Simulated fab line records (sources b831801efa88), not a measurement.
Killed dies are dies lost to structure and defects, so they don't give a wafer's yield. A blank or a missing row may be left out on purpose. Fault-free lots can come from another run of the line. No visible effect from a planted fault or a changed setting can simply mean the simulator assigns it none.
A lot that was struck, set against a sound lot || flow sky130 || 22 out of 708 route steps
Sound: wafers L411.1, L411.2, L411.3. Struck: wafer L396.2. (L396.3, L396.4 of the same lot were not struck and are left out.) The cause comes at the end.
Per side, at each step with rows, come the tool, then ch with its chambers, and then its first start. Under that, the readings that differ: sound wafers || struck wafers || difference of the means || sigmas: that difference in standard deviations of wafers without a fault.
alike: readings with means less than 2 such deviations apart, plus words and numbers identical on both sides. not compared: withheld readings, readings lacking a value on some wafer, bounds such as >300 that could conceal the same value, and numbers that have no deviation in the record and whose values overlap.
Wherever a step has rows on one side only, a row that says differs or no value, or a row with sigmas, the two part there. Non-overlapping numbers with no deviation appear without sigmas and do not part them. A reading missing from all wafers of one side parts the sides only when that side holds two or more wafers.

first, 4 steps without rows for these wafers: SKY_NWELL_SOFTBAKE_06; SKY_NWELL_EXPOSE_07 (exposes mask NWM, target cd 840 nm); SKY_NWELL_PEB_08; SKY_NWELL_DEVELOP_09 (develop time 60 s).
SKY_NWELL_OVL_MEAS_10:
  sound on overlay-02, day 9 14:03; struck on overlay-02, day 6 11:28
  alike: NWELL_00_OVL
then, 3 steps without rows for these wafers: SKY_NWELL_IMPLANT_11; SKY_NWELL_IMPLANT_12; SKY_NWELL_IMPLANT_13.
SKY_NWELL_STRIP_14: strips in O2/N2.
  sound on plasma_asher-02 ch 0,1, day 9 14:32; struck on plasma_asher-02 ch 1, day 6 11:57
{"reading": "n2_flow_sccm (sccm)", "sound": "300.2 299.3 299.5", "struck": 302.5, "difference": "+2.8", "sigmas": "+3"}
  alike: drypump_motor_current_A, oes_product_au, strip_time_to_endpoint_s
  not compared: rf_hours_counter_h
SKY_NWELL_TW_MEAS_15:
  sound on film_metro-02, day 9 14:38; struck on film_metro-04, day 6 12:04
  alike: NWELL_TW
then, 2 steps without rows for these wafers: SKY_NWELL_DEHYDRATE_16 (time 60 s); SKY_NWELL_HMDS_17 (prime time 60 s).
SKY_NWELL_COAT_18: resist thk 3000 nm.
  sound on litho_track-03 ch 0, day 10 01:31; struck on litho_track-04 ch 0, day 6 20:47
{"reading": "model.coat_of_NWELL_COAT_18.thk_nm (nm)", "sound": "2998 2999 3002", "struck": 2877, "difference": -123, "sigmas": ""}
then, 3 steps without rows for these wafers: SKY_NWELL_SOFTBAKE_19; SKY_NWELL_EXPOSE_20 (exposes mask NWM COMPLEMENT, target cd 840 nm); SKY_NWELL_PEB_21.
SKY_NWELL_DEVELOP_22: develop time 60 s.
  sound: litho_track-02 ch 0; struck: litho_track-04 ch 0
{"reading": "model.coat_of_NWELL_COAT_18.thk_nm (nm)", "sound": "2994 2995 2998", "struck": 2873, "difference": -123, "sigmas": ""}
SKY_NWELL_OVL_MEAS_23:
  sound on overlay-02, day 10 12:37; struck on overlay-01, day 7 06:49
  alike: NWELL_01_OVL
then, 1 step without rows for these wafers: SKY_NWELL_IMPLANT_24.
SKY_NWELL_STRIP_25: strips in O2/N2.
  sound on plasma_asher-01 ch 0,1, day 10 12:48; struck on plasma_asher-01 ch 1, day 7 06:59
{"reading": "n2_flow_sccm (sccm)", "sound": "300.3 299.8 300.7", "struck": 298.0, "difference": -2.3, "sigmas": -3}
{"reading": "oes_product_au (a.u.)", "sound": "0.725 0.721 0.713", "struck": 0.732, "difference": "+0.012", "sigmas": "+3"}
{"reading": "strip_time_to_endpoint_s (s)", "sound": "36.89 36.92 36.94", "struck": 35.49, "difference": -1.43, "sigmas": -15}
  alike: drypump_motor_current_A
  not compared: rf_hours_counter_h
SKY_NWELL_TW_MEAS_26:
  sound on film_metro-02, day 10 12:54; struck on film_metro-03, day 7 07:06
{"reading": "NWELL_2_TW", "sound": "486 491 490", "struck": 497, "difference": "+8", "sigmas": "+2"}
then, 1 step without rows for these wafers: SKY_PAD_OPEN_PROBE_99.

## WHERE THEY PART
At SKY_NWELL_STRIP_14 first; at SKY_NWELL_TW_MEAS_26 last (within this record only).

WHY: what the simulator had put in
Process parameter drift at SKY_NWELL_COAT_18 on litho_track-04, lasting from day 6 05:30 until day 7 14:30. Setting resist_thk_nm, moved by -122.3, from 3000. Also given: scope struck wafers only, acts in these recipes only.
